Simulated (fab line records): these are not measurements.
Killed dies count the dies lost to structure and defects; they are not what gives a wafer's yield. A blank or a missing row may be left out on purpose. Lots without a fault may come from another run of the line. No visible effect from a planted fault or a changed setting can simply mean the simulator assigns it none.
fab line records ; flow sfqLine
record: lots: 5; wafers: 15; lastDay: 88
route steps=325 shown M1@62 I1@73
lots with no fault: from the same line, run without faults
startH: hours from the record's opening day to when the first of the lot's shown wafers began ; waitH: hours elapsed since this lot's preceding step ; " repeats the value in the row above ; L1.1+2: one row covering several wafers at once ; - no value present, or no start provided ; * or withheld: withheld ; < > ~ a bound
route shown NAME@n: names a module that has steps shown in the file, with the first one's number in the route ; usual: average and standard deviation across the fault-free wafers ; same: alike in all rows ; chamber/n: place in a boat ; sites: the reading at each site ; _std_site: their standard deviation ; _edge_site: outer sites' mean less inner sites' ; radiusMm: how far each site lies from the wafer's centre ; mask NAME#n: copy n ; behind: the most recent tool/chamber to have shaped the wafer ; hold: what put the lot on hold/how long, in hours/how the hold closed ; device: the n, p or np transistor that did not switch ; end of line: tests of these same wafers at the route's end ; a step without rows: its recipe alone ; killed: count of dies lost to structure and defects at first sort (not the wafer's yield) ; map: shows each die of a wafer: x if killed, . if not, _ if none is there
set.NAME: the setting the step ran with; set.NAME@STEP: the setting that earlier step ran with ; model.NAME: the simulator's own value behind a step, which no gauge read
lots at some steps of the route; a table a step, a row a wafer
services: the hour from which a tool's chamber was out of use, counted from the record's first day as startH (under 0 if before that day), plus the number of hours and why
== steps ==
step: SFQ_TRILAYER_M1_LITHO_COAT_044
recipe: resist: BARC; spinRpm: 2943; resistThkNm: 62
step: SFQ_TRILAYER_M1_LITHO_COAT_039
recipe: resist: KrF; spinRpm: 3000; resistThkNm: 600
step: SFQ_TRILAYER_M1_LITHO_SOFTBAKE_043
recipe: tempC: withheld; timeS: withheld; resist: KrF
step: SFQ_TRILAYER_M1_LITHO_EXPOSE_040
recipe: maskId: M1; na: 0.6; sourceShape: conventional; sigmaOuter: 0.65; targetCdNm: 500; doseMj: 14.4
step: SFQ_TRILAYER_M1_LITHO_PEB_042
recipe: pebTempC: 115; pebTimeS: 60; resist: KrF
step: SFQ_TRILAYER_M1_LITHO_DEVELOP_041
recipe: timeS: 60; resist: KrF
step: SFQ_M1_OVL_MEAS_911
usual: M1_OVL: 0/6.1
lot.wafer;tool;chamber;startH;waitH;M1_OVL[nm]
L812.2;overlay-01;-;564.61;0.1;14
L812.3;overlay-01;-;564.61;0.1;10
L812.4;overlay-01;-;564.61;0.1;12
L817.2;overlay-02;-;615.01;0.1;3
L817.4;overlay-02;-;615.01;0.1;3
L817.5;overlay-02;-;615.01;0.1;3
L825.1;overlay-02;-;674.51;0.1;4
L825.3;overlay-02;-;674.51;0.1;12
L825.5;overlay-02;-;674.51;0.1;6
L826.3;overlay-02;-;679.29;0.1;-8
L826.4;overlay-02;-;679.29;0.1;-6
L826.5;overlay-02;-;679.29;0.1;-5
L829.1;overlay-02;-;719.77;0.1;-2
L829.3;overlay-02;-;719.77;0.1;-3
L829.4;overlay-02;-;719.77;0.1;-3
step: SFQ_TRILAYER_M1_BARC_OPEN_METAL_ETCH_054
recipe: maskMaterial: PR; chemistry: O2; targetDepthNm: 125; target: BARC; icpW: 600; biasW: 80; pressureMtorr: 10; timeS: 41.7
usual: chamberPressureMTorr: 10.001/0.0094; drypumpMotorCurrentA: 5.5/0.45; oesProductAu: 0.688/0.0044
lot.wafer;tool;chamber;startH;waitH;chamberPressureMTorr;drypumpMotorCurrentA;oesProductAu;rfHoursCounterH
L812.2;rieMetal-02;0;564.66;0.0;10.016;5.1;0.687;-
L812.3;rieMetal-02;0;564.66;0.0;10.018;5.1;0.686;-
L812.4;rieMetal-02;0;564.66;0.0;10.004;5.1;0.694;-
L817.2;rieMetal-04;1;615.06;0.0;9.990;6.0;0.693;-
L817.4;rieMetal-04;1;615.06;0.0;10.005;6.0;0.691;-
L817.5;rieMetal-04;1;615.06;0.0;9.996;6.0;0.695;-
L825.1;rieMetal-02;0;674.54;0.0;10.003;5.1;0.686;37
L825.3;rieMetal-02;1;674.54;0.0;10.000;5.4;0.679;-
L825.5;rieMetal-02;0;674.54;0.0;9.991;5.1;0.690;-
L826.3;rieMetal-03;1;679.33;0.0;9.989;6.3;0.688;-
L826.4;rieMetal-03;0;679.33;0.0;10.004;6.0;0.691;-
L826.5;rieMetal-03;1;679.33;0.0;10.006;6.4;0.697;-
L829.1;rieMetal-02;0;719.81;0.0;9.973;5.1;0.686;44
L829.3;rieMetal-02;1;719.81;0.0;10.013;5.4;0.685;-
L829.4;rieMetal-02;0;719.81;0.0;10.004;5.1;0.687;-
step: SFQ_TRILAYER_M1_ETCH_METAL_ETCH_042
recipe: target: Nb; stopOn: SiO2; maskMaterial: PR; chemistry: Cl2/Ar; targetDepthNm: 240; icpW: 600; biasW: 80; pressureMtorr: 10; timeS: 120
usual: chamberPressureMTorr: 10.001/0.008; drypumpMotorCurrentA: 5.5/0.45; oesProductAu: 0.892/0.0078
lot.wafer;tool;chamber;startH;waitH;chamberPressureMTorr;drypumpMotorCurrentA;oesProductAu;rfHoursCounterH
L812.2;rieMetal-02;0;564.80;0.1;9.990;5.1;0.893;-
L812.3;rieMetal-02;0;564.80;0.1;9.997;5.1;0.893;-
L812.4;rieMetal-02;0;564.80;0.1;9.990;5.0;0.894;-
L817.2;rieMetal-04;1;615.20;0.1;10.008;6.0;0.890;-
L817.4;rieMetal-04;1;615.20;0.1;10.003;6.0;0.885;-
L817.5;rieMetal-04;1;615.20;0.1;9.999;6.0;0.876;-
L825.1;rieMetal-02;0;674.60;0.0;9.997;5.1;0.894;37
L825.3;rieMetal-02;1;674.60;0.0;9.992;5.4;0.897;-
L825.5;rieMetal-02;0;674.60;0.0;10.006;5.1;0.892;-
L826.3;rieMetal-03;1;679.41;0.1;9.999;6.4;0.890;-
L826.4;rieMetal-03;0;679.41;0.1;9.997;6.0;0.883;-
L826.5;rieMetal-03;1;679.41;0.1;9.988;6.4;0.887;-
L829.1;rieMetal-02;0;719.87;0.0;10.006;5.0;0.902;44
L829.3;rieMetal-02;1;719.87;0.0;9.994;5.4;0.889;-
L829.4;rieMetal-02;0;719.87;0.0;9.994;5.1;0.886;-
step: SFQ_TRILAYER_M1_STRIP_STRIP_043
recipe: gas: O2; powerW: 200; platenTempC: 40; overashFraction: 0.65; chemistry: O2; pressureMtorr: 50
usual: chamberPressureMTorr: 50.00/0.046; drypumpMotorCurrentA: 5.5/0.45; oesProductAu: 0.996/0.01
lot.wafer;tool;chamber;startH;waitH;chamberPressureMTorr;drypumpMotorCurrentA;oesProductAu;rfHoursCounterH
L812.2;rieMetal-02;0;565.21;0.4;49.97;5.0;0.994;-
L812.3;rieMetal-02;0;565.21;0.4;49.98;5.0;1.000;-
L812.4;rieMetal-02;0;565.21;0.4;50.00;5.1;0.991;-
L817.2;rieMetal-04;1;615.61;0.4;50.02;6.0;1.001;-
L817.4;rieMetal-04;1;615.61;0.4;50.01;6.0;0.997;-
L817.5;rieMetal-04;1;615.61;0.4;49.97;6.0;1.001;-
L825.1;rieMetal-02;0;674.73;0.1;50.05;5.1;0.991;37
L825.3;rieMetal-02;1;674.73;0.1;49.98;5.4;0.997;-
L825.5;rieMetal-02;0;674.73;0.1;49.94;5.1;0.991;-
L826.3;rieMetal-03;1;679.70;0.2;50.05;6.4;1.005;-
L826.4;rieMetal-03;0;679.70;0.2;49.98;6.0;1.016;-
L826.5;rieMetal-03;1;679.70;0.2;50.02;6.4;0.995;-
L829.1;rieMetal-02;0;719.99;0.1;49.93;5.1;1.007;44
L829.3;rieMetal-02;1;719.99;0.1;50.03;5.4;0.990;-
L829.4;rieMetal-02;0;719.99;0.1;49.97;5.1;0.995;-
step: SFQ_TRILAYER_M1_STRIP_SOLV_CLEAN_044
recipe: chemistry: NMP; tempC: 70; timeS: 600
step: SFQ_TRILAYER_I1_DEP_PECVD_045
recipe: material: SiO2; tempC: 150; timeS: 111.11; pressureTorr: 2.4; rfW: 183.3; precursor: SiH4/N2O; targetThkNm: 500
usual: chamberPressureTorr: 2.400/0.0052; heaterPowerOuterW: 31/6.9; heaterPowerW: 85/8.7; throttleValvePct: 24.1/1.1
lot.wafer;tool;chamber;startH;waitH;chamberPressureTorr;heaterPowerOuterW;heaterPowerW;throttleValvePct
L812.2;pecvd-01;0;566.39;0.0;2.402;26;81;24.4
L812.3;pecvd-01;1;566.39;0.0;2.394;31;80;23.9
L812.4;pecvd-01;0;566.39;0.0;2.407;27;85;24.4
L817.2;pecvd-02;0;616.96;0.0;2.401;31;86;25.9
L817.4;pecvd-02;1;616.96;0.0;2.405;42;99;23.2
L817.5;pecvd-02;1;616.96;0.0;2.404;42;102;23.2
L825.1;pecvd-01;2;675.50;0.0;2.399;24;69;23.5
L825.3;pecvd-01;1;675.50;0.0;2.399;30;77;24.2
L825.5;pecvd-01;2;675.50;0.0;2.402;27;74;23.8
L826.3;pecvd-03;2;680.27;0.0;2.404;31;94;25.0
L826.4;pecvd-03;1;680.27;0.0;2.403;39;87;25.0
L826.5;pecvd-03;2;680.27;0.0;2.398;33;96;25.2
L829.1;pecvd-02;0;720.77;0.0;2.396;26;78;25.9
L829.3;pecvd-02;2;720.77;0.0;2.402;27;80;23.8
L829.4;pecvd-02;1;720.77;0.0;2.400;38;95;23.2
step: SFQ_TRILAYER_I1_CMP_CMP_046
recipe: material: SiO2; downForcePsi: 3; platenRpm: 60; padVelocityMS: 0.94248
usual: edgeZonePressureFrac: 0.999/0.0049; motorCurrentA: 9.8/0.87; platenRpm: 60.01/0.036; slurryFlowMlMin: 150.0/0.49; timeToEndpointS: 212/8.6
lot.wafer;tool;chamber;startH;waitH;edgeZonePressureFrac;motorCurrentA;platenRpm;slurryFlowMlMin;timeToEndpointS
L812.4;cmp-02;1;566.47;0.0;0.996;8.1;60.08;150.8;223
L812.3;cmp-02;2;566.47;0.0;0.997;10.8;60.00;150.0;209
L812.2;cmp-02;3;566.47;0.0;1.000;9.4;60.03;150.8;205
L817.4;cmp-01;0;617.08;0.0;0.990;8.7;59.99;149.8;227
L817.2;cmp-01;1;617.08;0.0;1.003;10.3;60.05;149.8;221
L817.5;cmp-01;0;619.08;2.0;0.995;8.0;60.01;149.9;229
L825.1;cmp-02;1;675.58;0.0;1.001;8.3;59.99;150.2;219
L825.3;cmp-02;3;676.58;1.0;0.996;10.0;60.08;149.6;214
L825.5;cmp-02;2;678.08;2.5;1.008;10.7;60.03;150.1;224
L826.4;cmp-01;2;682.65;2.3;0.997;10.2;66.00;149.1;195
L826.3;cmp-01;3;682.65;2.3;1.007;11.1;59.96;150.3;207
L826.5;cmp-01;1;684.15;3.8;1.007;10.7;59.98;149.2;212
L829.3;cmp-02;3;728.25;7.4;0.995;10.1;60.02;150.2;219
L829.4;cmp-02;0;728.25;7.4;1.002;10.2;60.00;150.3;209
L829.1;cmp-02;1;728.25;7.4;0.998;8.4;60.02;149.8;223
step: SFQ_I1_BOW_MEAS_912
recipe: mode: bow
usual: I1_BOW: 1/7.4
lot.wafer;tool;chamber;startH;waitH;I1_BOW[um]
L812.2;filmMetro-01;-;569.49;1.5;-3
L812.3;filmMetro-01;-;569.49;1.5;3
L812.4;filmMetro-01;-;569.49;1.5;0
L817.2;filmMetro-02;-;620.10;2.0;-12
L817.4;filmMetro-02;-;620.10;2.0;8
L817.5;filmMetro-02;-;620.10;2.0;-2
L825.1;filmMetro-04;-;678.58;2.5;-11
L825.3;filmMetro-04;-;678.58;2.5;-6
L825.5;filmMetro-04;-;678.58;2.5;-4
L826.3;filmMetro-02;-;685.19;1.5;14
L826.4;filmMetro-02;-;685.19;1.5;9
L826.5;filmMetro-02;-;685.19;1.5;2
L829.1;filmMetro-04;-;731.25;1.5;10
L829.3;filmMetro-04;-;731.25;1.5;3
L829.4;filmMetro-04;-;731.25;1.5;-11
== services ==
tool;chamber;startH;hours;kind
pecvd-03;-;546.85;0.3;repair
rieMetal-02;1;558.27;-;clean
rieMetal-02;1;558.27;21.7;scheduledDown
rieMetal-02;1;558.27;21.7;ventCycle
cmp-01;-;560.20;4.6;pm
cmp-01;-;574.68;4.0;pm
cmp-01;-;578.68;-;consumableReplace:conditioner
cmp-01;-;578.68;-;consumableReplace:pad
cmp-02;-;582.03;1.2;repair
pecvd-03;-;601.71;0.7;repair
rieMetal-04;0;607.05;10.8;repair
pecvd-02;2;613.01;8.9;repair
pecvd-01;-;621.74;1.1;repair
pecvd-03;0;629.71;4.6;repair
pecvd-03;1;654.27;4.9;repair
cmp-01;-;656.28;2.7;repair
rieMetal-04;1;662.62;27.0;repair
cmp-02;-;692.58;1.2;repair
cmp-01;-;700.61;1.8;repair
cmp-01;-;707.53;2.3;repair
cmp-01;-;723.91;5.2;repair
rieMetal-03;-;725.20;2.8;pm
== key ==
firstSign: step: SFQ_TRILAYER_I1_CMP_CMP_046; reading: platenRpm; direction: up; sigmas: 99+; usual: 60.01; struck: 66.00
effect none on later readings
metAt SFQ_TRILAYER_I1_CMP_CMP_046
struckWafers L826.4
fault: kind: processParameterDrift; tool: cmp-01; chamber: 2; onsetH: 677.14; steps: SFQ_TRILAYER_I1_CMP_CMP_046; channel: platenRpm; offset: 6; shape: step; endH: 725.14; actsIn: theseRecipesOnly; stated: 60
